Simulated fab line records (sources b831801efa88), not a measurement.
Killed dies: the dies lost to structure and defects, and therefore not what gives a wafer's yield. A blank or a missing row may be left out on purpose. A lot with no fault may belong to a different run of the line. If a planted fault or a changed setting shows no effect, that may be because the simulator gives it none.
Which tool is to blame? || flow sky130 || 33 wafers from 11 lots sampled at 5 of the route's 708 steps

== WHAT THE GAUGES SHOWED, per wafer ==
SKY_LOCAL_INTERCONNECT_THK_MEAS_02: measures by xrf.
{"lot": "L579", "measured": "day 29 09:10", "on": "film-metro-02", "LOCAL_INTERCONNECT_TIN_THK (nm)": "101.7 101.7 101.3"}
{"lot": "L582", "measured": "day 31 16:02", "on": "film-metro-03", "LOCAL_INTERCONNECT_TIN_THK (nm)": "101.5 101.7 101.0"}
{"lot": "L584", "measured": "day 31 19:25", "on": "film-metro-02", "LOCAL_INTERCONNECT_TIN_THK (nm)": "102.0 102.1 101.3"}
{"lot": "L585", "measured": "day 31 19:51", "on": "film-metro-02", "LOCAL_INTERCONNECT_TIN_THK (nm)": "100.9 101.7 101.5"}
{"lot": "L583", "measured": "day 31 20:36", "on": "film-metro-02", "LOCAL_INTERCONNECT_TIN_THK (nm)": "100.1 99.5 100.5"}
{"lot": "L586", "measured": "day 31 23:55", "on": "film-metro-03", "LOCAL_INTERCONNECT_TIN_THK (nm)": "100.8 100.9 100.4"}
{"lot": "L588", "measured": "day 33 01:01", "on": "film-metro-03", "LOCAL_INTERCONNECT_TIN_THK (nm)": "101.6 101.0 100.4"}
{"lot": "L591", "measured": "day 33 11:58", "on": "film-metro-03", "LOCAL_INTERCONNECT_TIN_THK (nm)": "102.6 104.8 103.4"}
{"lot": "L594", "measured": "day 34 13:05", "on": "film-metro-02", "LOCAL_INTERCONNECT_TIN_THK (nm)": "99.1 99.4 98.3"}
{"lot": "L598", "measured": "day 35 13:01", "on": "film-metro-02", "LOCAL_INTERCONNECT_TIN_THK (nm)": "101.2 101.2 101.5"}
{"lot": "L599", "measured": "day 35 17:39", "on": "film-metro-01", "LOCAL_INTERCONNECT_TIN_THK (nm)": "99.8 100.2 99.6"}

SKY_CONTACT_THK_MEAS_01.
{"lot": "L579", "measured": "day 30 14:16", "on": "film-metro-04", "CONTACT_CVD_00_THK (nm)": "75.4 76.5 75.7"}
{"lot": "L582", "measured": "day 32 20:06", "on": "film-metro-04", "CONTACT_CVD_00_THK (nm)": "73.7 76.5 76.1"}
{"lot": "L584", "measured": "day 32 23:26", "on": "film-metro-02", "CONTACT_CVD_00_THK (nm)": "74.0 73.4 74.7"}
{"lot": "L585", "measured": "day 32 23:35", "on": "film-metro-02", "CONTACT_CVD_00_THK (nm)": "74.9 76.3 76.7"}
{"lot": "L583", "measured": "day 33 00:44", "on": "film-metro-02", "CONTACT_CVD_00_THK (nm)": "73.6 74.6 75.0"}
{"lot": "L586", "measured": "day 33 04:08", "on": "film-metro-04", "CONTACT_CVD_00_THK (nm)": "73.8 74.3 75.5"}
{"lot": "L588", "measured": "day 34 05:07", "on": "film-metro-04", "CONTACT_CVD_00_THK (nm)": "73.9 74.3 74.5"}
{"lot": "L591", "measured": "day 34 15:32", "on": "film-metro-02", "CONTACT_CVD_00_THK (nm)": "149.3 149.5 152.0"}
{"lot": "L594", "measured": "day 35 17:01", "on": "film-metro-02", "CONTACT_CVD_00_THK (nm)": "149.7 151.9 152.7"}
{"lot": "L598", "measured": "day 36 16:25", "on": "film-metro-02", "CONTACT_CVD_00_THK (nm)": "75.2 76.0 76.1"}
{"lot": "L599", "measured": "day 36 20:25", "on": "film-metro-01", "CONTACT_CVD_00_THK (nm)": "74.3 75.1 76.1"}

== TOOL THAT RAN EACH LOT (tool first, then ch and the chambers of the sampled wafers, then the start) ==
{"lot": "L579", "SKY_SD_N_RTA_14": "rtp-anneal-01 ch 0, day 28 01:31", "SKY_LI_CONTACT_SPUTTER_19": "pvd-sputter-03, day 29 08:13", "SKY_CONTACT_CVD_00": "pecvd-01 ch 0,1, day 30 14:13"}
{"lot": "L582", "SKY_SD_N_RTA_14": "rtp-anneal-02 ch 0, day 30 10:03", "SKY_LI_CONTACT_SPUTTER_19": "pvd-sputter-03, day 31 14:58", "SKY_CONTACT_CVD_00": "pecvd-01 ch 0,1,2, day 32 20:03"}
{"lot": "L584", "SKY_SD_N_RTA_14": "rtp-anneal-01 ch 0, day 30 13:14", "SKY_LI_CONTACT_SPUTTER_19": "pvd-sputter-01, day 31 18:27", "SKY_CONTACT_CVD_00": "pecvd-02 ch 0,2, day 32 23:24"}
{"lot": "L585", "SKY_SD_N_RTA_14": "rtp-anneal-02 ch 0, day 30 14:01", "SKY_LI_CONTACT_SPUTTER_19": "pvd-sputter-01, day 31 18:56", "SKY_CONTACT_CVD_00": "pecvd-01 ch 0,1,2, day 32 23:33"}
{"lot": "L583", "SKY_SD_N_RTA_14": "rtp-anneal-01 ch 0, day 30 14:45", "SKY_LI_CONTACT_SPUTTER_19": "pvd-sputter-01, day 31 19:40", "SKY_CONTACT_CVD_00": "pecvd-02 ch 1,2, day 33 00:42"}
{"lot": "L586", "SKY_SD_N_RTA_14": "rtp-anneal-02 ch 0, day 30 18:03", "SKY_LI_CONTACT_SPUTTER_19": "pvd-sputter-03, day 31 23:00", "SKY_CONTACT_CVD_00": "pecvd-03 ch 0,1,2, day 33 04:06"}
{"lot": "L588", "SKY_SD_N_RTA_14": "rtp-anneal-01 ch 0, day 31 19:26", "SKY_LI_CONTACT_SPUTTER_19": "pvd-sputter-03, day 33 00:04", "SKY_CONTACT_CVD_00": "pecvd-02 ch 0,2, day 34 05:05"}
{"lot": "L591", "SKY_SD_N_RTA_14": "rtp-anneal-01 ch 0, day 32 06:45", "SKY_LI_CONTACT_SPUTTER_19": "pvd-sputter-04, day 33 11:03", "SKY_CONTACT_CVD_00": "pecvd-03 ch 0,1,2, day 34 15:00"}
{"lot": "L594", "SKY_SD_N_RTA_14": "rtp-anneal-02 ch 0, day 33 07:52", "SKY_LI_CONTACT_SPUTTER_19": "pvd-sputter-04, day 34 12:10", "SKY_CONTACT_CVD_00": "pecvd-03 ch 0,2, day 35 16:00"}
{"lot": "L598", "SKY_SD_N_RTA_14": "rtp-anneal-02 ch 0, day 34 08:16", "SKY_LI_CONTACT_SPUTTER_19": "pvd-sputter-04, day 35 12:04", "SKY_CONTACT_CVD_00": "pecvd-03 ch 0,2, day 36 16:22"}
{"lot": "L599", "SKY_SD_N_RTA_14": "rtp-anneal-01 ch 0, day 34 12:19", "SKY_LI_CONTACT_SPUTTER_19": "pvd-sputter-03, day 35 16:44", "SKY_CONTACT_CVD_00": "pecvd-03 ch 0,2, day 36 20:23"}
- SKY_SD_N_RTA_14: time 2 s.
- SKY_LI_CONTACT_SPUTTER_19: material Ti, target thk 20 nm, time 106.37 s.
- SKY_CONTACT_CVD_00: deposits Si3N4, target thk 75 nm.

== AS READ BY THE TOOLS THEMSELVES (means over the sampled wafers that have a number; for cases with no such wafer, the mark the record gives instead) ==
SKY_SD_N_RTA_14.
{"lot": "L579", "tool": "rtp-anneal-01", "chamber-o2-ppm": 1.957, "lamp-power-pct (%)": 15.74, "wafer_temp_C_max": 1078.1}
{"lot": "L582", "tool": "rtp-anneal-02", "chamber-o2-ppm": 1.988, "lamp-power-pct (%)": 15.69, "wafer_temp_C_max": 1076.7}
{"lot": "L584", "tool": "rtp-anneal-01", "chamber-o2-ppm": 1.999, "lamp-power-pct (%)": 15.71, "wafer_temp_C_max": 1078.0}
{"lot": "L585", "tool": "rtp-anneal-02", "chamber-o2-ppm": 1.984, "lamp-power-pct (%)": 15.66, "wafer_temp_C_max": 1077.5}
{"lot": "L583", "tool": "rtp-anneal-01", "chamber-o2-ppm": 1.988, "lamp-power-pct (%)": 15.77, "wafer_temp_C_max": 1077.3}
{"lot": "L586", "tool": "rtp-anneal-02", "chamber-o2-ppm": 2.028, "lamp-power-pct (%)": 15.78, "wafer_temp_C_max": 1078.1}
{"lot": "L588", "tool": "rtp-anneal-01", "chamber-o2-ppm": 1.992, "lamp-power-pct (%)": 15.71, "wafer_temp_C_max": 1078.3}
{"lot": "L591", "tool": "rtp-anneal-01", "chamber-o2-ppm": 1.975, "lamp-power-pct (%)": 15.72, "wafer_temp_C_max": 1079.0}
{"lot": "L594", "tool": "rtp-anneal-02", "chamber-o2-ppm": 2.020, "lamp-power-pct (%)": 15.71, "wafer_temp_C_max": 1077.5}
{"lot": "L598", "tool": "rtp-anneal-02", "chamber-o2-ppm": 1.991, "lamp-power-pct (%)": 15.76, "wafer_temp_C_max": 1077.7}
{"lot": "L599", "tool": "rtp-anneal-01", "chamber-o2-ppm": 1.972, "lamp-power-pct (%)": 15.73, "wafer_temp_C_max": 1080.0}

SKY_LI_CONTACT_SPUTTER_19.
{"lot": "L579", "tool": "pvd-sputter-03", "throttle-valve-pct (%)": 30.5}
{"lot": "L582", "tool": "pvd-sputter-03", "throttle-valve-pct (%)": 30.2}
{"lot": "L584", "tool": "pvd-sputter-01", "throttle-valve-pct (%)": 29.9}
{"lot": "L585", "tool": "pvd-sputter-01", "throttle-valve-pct (%)": 29.8}
{"lot": "L583", "tool": "pvd-sputter-01", "throttle-valve-pct (%)": 29.8}
{"lot": "L586", "tool": "pvd-sputter-03", "throttle-valve-pct (%)": 30.4}
{"lot": "L588", "tool": "pvd-sputter-03", "throttle-valve-pct (%)": 30.7}
{"lot": "L591", "tool": "pvd-sputter-04", "throttle-valve-pct (%)": 29.6}
{"lot": "L594", "tool": "pvd-sputter-04", "throttle-valve-pct (%)": 29.6}
{"lot": "L598", "tool": "pvd-sputter-04", "throttle-valve-pct (%)": 29.8}
{"lot": "L599", "tool": "pvd-sputter-03", "throttle-valve-pct (%)": 30.7}

SKY_CONTACT_CVD_00.
{"lot": "L579", "tool": "pecvd-01", "heater-power-outer-w (W)": 438, "heater-power-w (W)": 743}
{"lot": "L582", "tool": "pecvd-01", "heater-power-outer-w (W)": 462, "heater-power-w (W)": 782}
{"lot": "L584", "tool": "pecvd-02", "heater-power-outer-w (W)": 418, "heater-power-w (W)": 671}
{"lot": "L585", "tool": "pecvd-01", "heater-power-outer-w (W)": 457, "heater-power-w (W)": 758}
{"lot": "L583", "tool": "pecvd-02", "heater-power-outer-w (W)": 443, "heater-power-w (W)": 727}
{"lot": "L586", "tool": "pecvd-03", "heater-power-outer-w (W)": 449, "heater-power-w (W)": 769}
{"lot": "L588", "tool": "pecvd-02", "heater-power-outer-w (W)": 387, "heater-power-w (W)": 650}
{"lot": "L591", "tool": "pecvd-03", "heater-power-outer-w (W)": 441, "heater-power-w (W)": 743}
{"lot": "L594", "tool": "pecvd-03", "heater-power-outer-w (W)": 496, "heater-power-w (W)": 813}
{"lot": "L598", "tool": "pecvd-03", "heater-power-outer-w (W)": 423, "heater-power-w (W)": 707}
{"lot": "L599", "tool": "pecvd-03", "heater-power-outer-w (W)": 512, "heater-power-w (W)": 837}

== THE ANSWER, worked out from the rows above alone ==
Rule: the usual values come from the lots themselves. The widest of any qualifying gaps counts: lots, ordered by their means at a reading, are off when they make up no more than a third of the lots, leave a main group of 4 or more, and stand apart from it by 3 or more times the standard deviation of that group's means. If all means in a main group match to the digits the tables above print for the reading, that group is not used. A lot without any number at a reading at which 4 lots or more have one is off too. Any other lot the step has rows for is counted as sound. The gauges are gone through in route order, then the tools' own readings, and for those a lot's mean is taken as printed above. The first step at which some lot is off is used, and at that step the reading that is off furthest; a lot without a number counts as furthest.
Off: L591, L594, seen at SKY_CONTACT_THK_MEAS_01 (CONTACT_CVD_00_THK). Main group: mean 75.0 nm, sd 0.71.
A tool fits if, at a process step before that reading, it ran every lot that is off, and no sound lot after the first of them. The gauges at SKY_CONTACT_THK_MEAS_01 are tried like those tools. No candidate that was tried fits.

== WHAT THE SIMULATOR HAD INSERTED ==
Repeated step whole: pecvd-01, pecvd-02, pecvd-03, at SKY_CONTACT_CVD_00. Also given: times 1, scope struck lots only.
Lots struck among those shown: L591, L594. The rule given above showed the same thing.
